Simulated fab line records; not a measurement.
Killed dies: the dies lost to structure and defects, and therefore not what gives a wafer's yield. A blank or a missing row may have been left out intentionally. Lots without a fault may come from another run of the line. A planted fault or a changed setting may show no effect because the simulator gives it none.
A lot that was struck, set against a sound lot | flow sfqLine | 42 steps out of a route of 325
Sound: these wafers, L369.2, L369.3, L369.4. Struck: wafer L378.2. (L378.1, L378.5 of the same lot were not struck and are left out.) The cause comes at the end.
Each step with rows lists, per side, the tool, then ch with its chambers, then its first start. Under that, the readings that differ: sound wafers | struck wafers | difference of the means | sigmas: that difference in standard deviations of wafers without a fault.
alike: readings with means less than 2 such deviations apart, plus words and numbers identical on both sides. not compared: withheld readings, readings lacking a value on some wafer, bounds such as >300 that could conceal the same value, and numbers that have no deviation in the record and whose values overlap.
A row with sigmas, a row that says differs or no value, or rows on one side alone: a step with any of these is where the two part. Numbers that don't overlap but have no deviation are shown without sigmas and don't part them. A reading missing from all wafers of one side parts the sides only when that side holds two or more wafers.

first, 6 steps without rows for these wafers: SFQ_TRILAYER_I3_VIA_LITHO_COAT_090 (resist thk 62 nm); SFQ_TRILAYER_I3_VIA_LITHO_COAT_085 (resist thk 650 nm); SFQ_TRILAYER_I3_VIA_LITHO_SOFTBAKE_089; SFQ_TRILAYER_I3_VIA_LITHO_EXPOSE_086 (exposes mask I3, target cd 500 nm); SFQ_TRILAYER_I3_VIA_LITHO_PEB_088 (peb time 60 s); SFQ_TRILAYER_I3_VIA_LITHO_DEVELOP_087 (time 60 s).
SFQ_I3_OVL_MEAS_923:
  struck on overlay-01, day 53 18:37; sound on overlay-02, day 45 18:27
  alike: I3_OVL
SFQ_TRILAYER_I3_VIA_BARC_OPEN_VIA_ETCH_121: etches BARC in O2, target depth 125 nm, time 41.7 s.
  sound on rieDiel-02 ch 1,2, day 45 18:29; struck on rieDiel-02 ch 1, day 53 18:40
  alike: drypumpMotorCurrentA, oesProductAu
  not compared: rfHoursCounterH
then, 4 steps without rows for these wafers: SFQ_TRILAYER_I3_VIA_ETCH_VIA_ETCH_088 (etches SiO2 in CHF3, stops on Nb, target depth 260 nm); SFQ_TRILAYER_I3_VIA_STRIP_STRIP_089 (strips in O2); SFQ_TRILAYER_I3_VIA_STRIP_SOLV_CLEAN_090 (cleans in NMP, time 600 s); SFQ_TRILAYER_M4_DEP_PRE_CLEAN_092 (time 22.5 s).
SFQ_TRILAYER_M4_DEP_SPUTTER_091: material Nb, target thk 200 nm, time 133.3 s.
  struck on pvdSputter-04, day 53 19:37; sound on pvdSputter-05, day 45 19:37
reading                                            | sound                | struck | difference | sigmas
cathodeDcPowerW (W)                                | 1999.8 2000.4 1999.5 | 2651.8 | +651.9     | +99 or more
model.Nb_of_TRILAYER_M4_DEP_SPUTTER_091.thkNm (nm) | 202.7 199.6 201.4    | 260.7  | +59.5      | 
  alike: throttleValvePct
SFQ_M4_RS_MEAS_924: measurement is done with a four-point probe.
  struck on filmMetro-04, day 53 19:42; sound on filmMetro-04, day 45 19:44
reading           | sound             | struck | difference | sigmas
M4_NB_RS (ohm/sq) | 0.877 0.891 0.884 | 0.681  | -0.203     | -17
then, 6 steps without rows for these wafers: SFQ_TRILAYER_M4_LITHO_COAT_098 (resist thk 62 nm); SFQ_TRILAYER_M4_LITHO_COAT_093 (resist thk 600 nm); SFQ_TRILAYER_M4_LITHO_SOFTBAKE_097; SFQ_TRILAYER_M4_LITHO_EXPOSE_094 (exposes mask M4, target cd 500 nm); SFQ_TRILAYER_M4_LITHO_PEB_096 (peb time 60 s); SFQ_TRILAYER_M4_LITHO_DEVELOP_095 (time 60 s).
SFQ_M4_OVL_MEAS_926:
  struck on overlay-02, day 53 23:05; sound on overlay-01, day 51 13:50
  alike: M4_OVL
SFQ_TRILAYER_M4_BARC_OPEN_METAL_ETCH_123: etches BARC in O2, target depth 125 nm, time 41.7 s.
  sound on rieMetal-03 ch 0,1, day 51 13:52; struck on rieMetal-02 ch 1, day 53 23:07
  alike: drypumpMotorCurrentA, oesProductAu
  not compared: rfHoursCounterH
SFQ_TRILAYER_M4_ETCH_METAL_ETCH_096: etches Nb in Cl2/Ar, stops on SiO2, target depth 240 nm, time 120 s.
  sound on rieMetal-03 ch 0,1, day 51 13:55; struck on rieMetal-02 ch 1, day 53 23:10
reading             | sound             | struck | difference | sigmas
oesProductAu (a.u.) | 0.899 0.895 0.896 | 0.994  | +0.097     | +12
  alike: drypumpMotorCurrentA
  not compared: rfHoursCounterH
SFQ_TRILAYER_M4_STRIP_STRIP_097: strips in O2.
  sound on rieMetal-03 ch 0,1, day 51 14:02; struck on rieMetal-02 ch 1, day 53 23:18
  alike: drypumpMotorCurrentA, oesProductAu
  not compared: rfHoursCounterH
then, 3 steps without rows for these wafers: SFQ_TRILAYER_M4_STRIP_SOLV_CLEAN_098 (cleans in NMP, time 600 s); SFQ_TRILAYER_I4_DEP_PECVD_099 (deposits SiO2 from SiH4/N2O, time 111.11 s, target thk 500 nm); SFQ_TRILAYER_I4_CMP_CMP_100 (polishes SiO2).
SFQ_I4_BOW_MEAS_927:
  struck on filmMetro-04, day 54 05:24; sound on filmMetro-01, day 51 17:55
  alike: I4_BOW
then, 7 steps without rows for these wafers: SFQ_TRILAYER_I4_METRO_MEASURE_101; SFQ_TRILAYER_I4_VIA_LITHO_COAT_108 (resist thk 62 nm); SFQ_TRILAYER_I4_VIA_LITHO_COAT_103 (resist thk 650 nm); SFQ_TRILAYER_I4_VIA_LITHO_SOFTBAKE_107; SFQ_TRILAYER_I4_VIA_LITHO_EXPOSE_104 (exposes mask I4, target cd 700 nm); SFQ_TRILAYER_I4_VIA_LITHO_PEB_106 (peb time 60 s); SFQ_TRILAYER_I4_VIA_LITHO_DEVELOP_105 (time 60 s).
-- the record jumps here: 5 days lie between the struck wafers' starts before and after --
SFQ_I4_OVL_MEAS_928:
  struck on overlay-02, day 59 12:40; sound on overlay-01, day 56 23:22
  alike: I4_OVL
SFQ_TRILAYER_I4_VIA_BARC_OPEN_VIA_ETCH_146: etches BARC in O2, target depth 125 nm, time 41.7 s.
  sound on rieDiel-02 ch 0,2,3, day 56 23:23; struck on rieDiel-02 ch 0, day 59 12:43
  alike: drypumpMotorCurrentA, oesProductAu
  not compared: rfHoursCounterH
SFQ_TRILAYER_I4_VIA_ETCH_VIA_ETCH_106: etches SiO2 in CHF3, stops on Nb, target depth 260 nm.
  sound on rieDiel-02 ch 0,2,3, day 56 23:26; struck on rieDiel-02 ch 0, day 59 12:45
reading             | sound             | struck | difference | sigmas
oesProductAu (a.u.) | 0.852 0.855 0.846 | 0.862  | +0.011     | +2
  alike: drypumpMotorCurrentA
then, 3 steps without rows for these wafers: SFQ_TRILAYER_I4_VIA_STRIP_STRIP_107 (strips in O2); SFQ_TRILAYER_I4_VIA_STRIP_SOLV_CLEAN_108 (cleans in NMP, time 600 s); SFQ_TRILAYER_JJ_TRILAYER_DEP_PRE_CLEAN_113 (time 22.5 s).
-- the record jumps here: 26 days lie between the struck wafers' starts before and after --
SFQ_M8_BOW_MEAS_951:
  struck on filmMetro-04, day 85 13:25; sound on filmMetro-01, day 81 04:43
reading                     | sound                | struck | difference | sigmas
model.etest.m4.combLog10Ohm | 12 12 12             | 0      | -12        | 
model.etest.m4.ohmSq        | 0.8777 0.8914 0.8832 | 0.6826 | -0.2015    | 
  alike: M8_BOW

WHERE THEY PART
At SFQ_TRILAYER_M4_DEP_SPUTTER_091 first; at SFQ_TRILAYER_I4_VIA_ETCH_VIA_ETCH_106 last (within this record only). Later steps at which nothing parts them and some readings are alike: SFQ_M8_BOW_MEAS_951.

WHY: what had been put in by the simulator
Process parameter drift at SFQ_TRILAYER_M4_DEP_SPUTTER_091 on pvdSputter-04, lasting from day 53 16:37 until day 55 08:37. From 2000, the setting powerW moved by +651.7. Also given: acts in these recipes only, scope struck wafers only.
